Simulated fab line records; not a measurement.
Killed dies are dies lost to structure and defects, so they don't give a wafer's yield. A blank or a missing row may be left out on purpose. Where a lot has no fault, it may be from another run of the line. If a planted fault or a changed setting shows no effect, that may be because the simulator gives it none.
Lot-split experiment :: flow sfq line :: 27 wafers read across 5 lots, on a route 325 steps long

== THE SPLIT ITSELF ==
At SFQ_TRILAYER_R5_DEP_SPUTTER_132 (material Ti, target thk 5 nm, time 5 s), the setting time s was moved away from the recipe's 5 s on 9 of the 27 wafers read, by +38.0% to +59.4%. All remaining wafers had this setting at the recipe value.

The reading is taken at the split's own step.

== THE READING ==
Ti_of_TRILAYER_R5_DEP_SPUTTER_132.thk nm (the simulator's own value, which no gauge read), in nm, at SFQ_TRILAYER_R5_DEP_SPUTTER_132 (material Ti, target thk 5 nm, time 5 s). The file gives no usual value for it. Here, 18 wafers ran the recipe; their average is 5.086 nm with a standard deviation of 0.098 nm.

wafer: L075.1
tool, chamber at the split: pvd sputter-03, -
time s as run, s: 5
against the recipe: recipe
Ti_of_TRILAYER_R5_DEP_SPUTTER_132.thk nm, nm: 4.996
against lot-mates on the recipe: -

wafer: L075.2
tool, chamber at the split: pvd sputter-03, -
time s as run, s: 5
against the recipe: recipe
Ti_of_TRILAYER_R5_DEP_SPUTTER_132.thk nm, nm: 5.106
against lot-mates on the recipe: -

wafer: L075.3
tool, chamber at the split: pvd sputter-03, -
time s as run, s: 5
against the recipe: recipe
Ti_of_TRILAYER_R5_DEP_SPUTTER_132.thk nm, nm: 5.034
against lot-mates on the recipe: -

wafer: L077.1
tool, chamber at the split: pvd sputter-03, -
time s as run, s: 5
against the recipe: recipe
Ti_of_TRILAYER_R5_DEP_SPUTTER_132.thk nm, nm: 5.084
against lot-mates on the recipe: -

wafer: L077.2
tool, chamber at the split: pvd sputter-03, -
time s as run, s: 5
against the recipe: recipe
Ti_of_TRILAYER_R5_DEP_SPUTTER_132.thk nm, nm: 5.13
against lot-mates on the recipe: -

wafer: L077.3
tool, chamber at the split: pvd sputter-03, -
time s as run, s: 7.968
against the recipe: +59.4%
Ti_of_TRILAYER_R5_DEP_SPUTTER_132.thk nm, nm: 7.911
against lot-mates on the recipe: +2.846

wafer: L077.4
tool, chamber at the split: pvd sputter-03, -
time s as run, s: 5
against the recipe: recipe
Ti_of_TRILAYER_R5_DEP_SPUTTER_132.thk nm, nm: 4.98
against lot-mates on the recipe: -

wafer: L077.5
tool, chamber at the split: pvd sputter-03, -
time s as run, s: 7.968
against the recipe: +59.4%
Ti_of_TRILAYER_R5_DEP_SPUTTER_132.thk nm, nm: 8.077
against lot-mates on the recipe: +3.012

wafer: L077.6
tool, chamber at the split: pvd sputter-03, -
time s as run, s: 7.968
against the recipe: +59.4%
Ti_of_TRILAYER_R5_DEP_SPUTTER_132.thk nm, nm: 8.071
against lot-mates on the recipe: +3.006

wafer: L079.1
tool, chamber at the split: pvd sputter-03, -
time s as run, s: 5
against the recipe: recipe
Ti_of_TRILAYER_R5_DEP_SPUTTER_132.thk nm, nm: 5.222
against lot-mates on the recipe: -

wafer: L079.2
tool, chamber at the split: pvd sputter-03, -
time s as run, s: 5
against the recipe: recipe
Ti_of_TRILAYER_R5_DEP_SPUTTER_132.thk nm, nm: 5.126
against lot-mates on the recipe: -

wafer: L079.3
tool, chamber at the split: pvd sputter-03, -
time s as run, s: 5
against the recipe: recipe
Ti_of_TRILAYER_R5_DEP_SPUTTER_132.thk nm, nm: 5.185
against lot-mates on the recipe: -

wafer: L079.4
tool, chamber at the split: pvd sputter-03, -
time s as run, s: 5
against the recipe: recipe
Ti_of_TRILAYER_R5_DEP_SPUTTER_132.thk nm, nm: 5.212
against lot-mates on the recipe: -

wafer: L079.5
tool, chamber at the split: pvd sputter-03, -
time s as run, s: 5
against the recipe: recipe
Ti_of_TRILAYER_R5_DEP_SPUTTER_132.thk nm, nm: 5.171
against lot-mates on the recipe: -

wafer: L079.6
tool, chamber at the split: pvd sputter-03, -
time s as run, s: 5
against the recipe: recipe
Ti_of_TRILAYER_R5_DEP_SPUTTER_132.thk nm, nm: 5.208
against lot-mates on the recipe: -

wafer: L081.1
tool, chamber at the split: pvd sputter-04, -
time s as run, s: 6.9
against the recipe: +38.0%
Ti_of_TRILAYER_R5_DEP_SPUTTER_132.thk nm, nm: 6.923
against lot-mates on the recipe: +1.824

wafer: L081.2
tool, chamber at the split: pvd sputter-04, -
time s as run, s: 5
against the recipe: recipe
Ti_of_TRILAYER_R5_DEP_SPUTTER_132.thk nm, nm: 5.129
against lot-mates on the recipe: -

wafer: L081.3
tool, chamber at the split: pvd sputter-04, -
time s as run, s: 6.9
against the recipe: +38.0%
Ti_of_TRILAYER_R5_DEP_SPUTTER_132.thk nm, nm: 7.089
against lot-mates on the recipe: +1.990

wafer: L081.4
tool, chamber at the split: pvd sputter-04, -
time s as run, s: 6.9
against the recipe: +38.0%
Ti_of_TRILAYER_R5_DEP_SPUTTER_132.thk nm, nm: 6.963
against lot-mates on the recipe: +1.864

wafer: L081.5
tool, chamber at the split: pvd sputter-04, -
time s as run, s: 5
against the recipe: recipe
Ti_of_TRILAYER_R5_DEP_SPUTTER_132.thk nm, nm: 5.111
against lot-mates on the recipe: -

wafer: L081.6
tool, chamber at the split: pvd sputter-04, -
time s as run, s: 5
against the recipe: recipe
Ti_of_TRILAYER_R5_DEP_SPUTTER_132.thk nm, nm: 5.056
against lot-mates on the recipe: -

wafer: L082.1
tool, chamber at the split: pvd sputter-06, -
time s as run, s: 5
against the recipe: recipe
Ti_of_TRILAYER_R5_DEP_SPUTTER_132.thk nm, nm: 4.944
against lot-mates on the recipe: -

wafer: L082.2
tool, chamber at the split: pvd sputter-06, -
time s as run, s: 5
against the recipe: recipe
Ti_of_TRILAYER_R5_DEP_SPUTTER_132.thk nm, nm: 4.994
against lot-mates on the recipe: -

wafer: L082.3
tool, chamber at the split: pvd sputter-06, -
time s as run, s: 6.985
against the recipe: +39.7%
Ti_of_TRILAYER_R5_DEP_SPUTTER_132.thk nm, nm: 6.811
against lot-mates on the recipe: +1.876

wafer: L082.4
tool, chamber at the split: pvd sputter-06, -
time s as run, s: 5
against the recipe: recipe
Ti_of_TRILAYER_R5_DEP_SPUTTER_132.thk nm, nm: 4.868
against lot-mates on the recipe: -

wafer: L082.5
tool, chamber at the split: pvd sputter-06, -
time s as run, s: 6.985
against the recipe: +39.7%
Ti_of_TRILAYER_R5_DEP_SPUTTER_132.thk nm, nm: 6.92
against lot-mates on the recipe: +1.985

wafer: L082.6
tool, chamber at the split: pvd sputter-06, -
time s as run, s: 6.985
against the recipe: +39.7%
Ti_of_TRILAYER_R5_DEP_SPUTTER_132.thk nm, nm: 6.952
against lot-mates on the recipe: +2.017

THE FIT
A straight line over all 27 wafers: Ti_of_TRILAYER_R5_DEP_SPUTTER_132.thk nm changes by +0.0487 nm for each +1% of time s; r = +1.00; the points scatter about the line by 0.11 nm.
The same after taking each lot's own level away (the mean of its wafers on the recipe; 27 wafers): +0.0497 nm for each +1%; r = +1.00; scatter 0.056 nm.
The reading moves by 2.9 nm for the largest change in time s, on that fit.
The span of the lots' own levels, 4.9353 to 5.1873 nm, comes to 2.6 times the standard deviation stated above.
So the lot-to-lot level changes the slope little: the two slopes agree.
Check: +2.97 nm against its lot-mates is what the line predicts for one of the wafers moved furthest among these (+59.4%) when that wafer is left out of the fit. It came out at +2.85 nm against them.

== FURTHER SPLITS ON THESE WAFERS ==
Other splits were also applied to these wafers ahead of the reading. Each is held against what the fit with the lots' levels taken away leaves over:
other split on the same wafers: SFQ_TRILAYER_JJ_TRILAYER_DEP_SPUTTER_109 time s
wafers away from the commonest value: 9
r with Ti_of_TRILAYER_R5_DEP_SPUTTER_132.thk nm (lot level and that fit taken away): +0.34

== THE FILE'S OWN FIT ==
Ti_of_TRILAYER_R5_DEP_SPUTTER_132.thk nm changes by +0.0497 nm for each +1% of time s, r = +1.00.
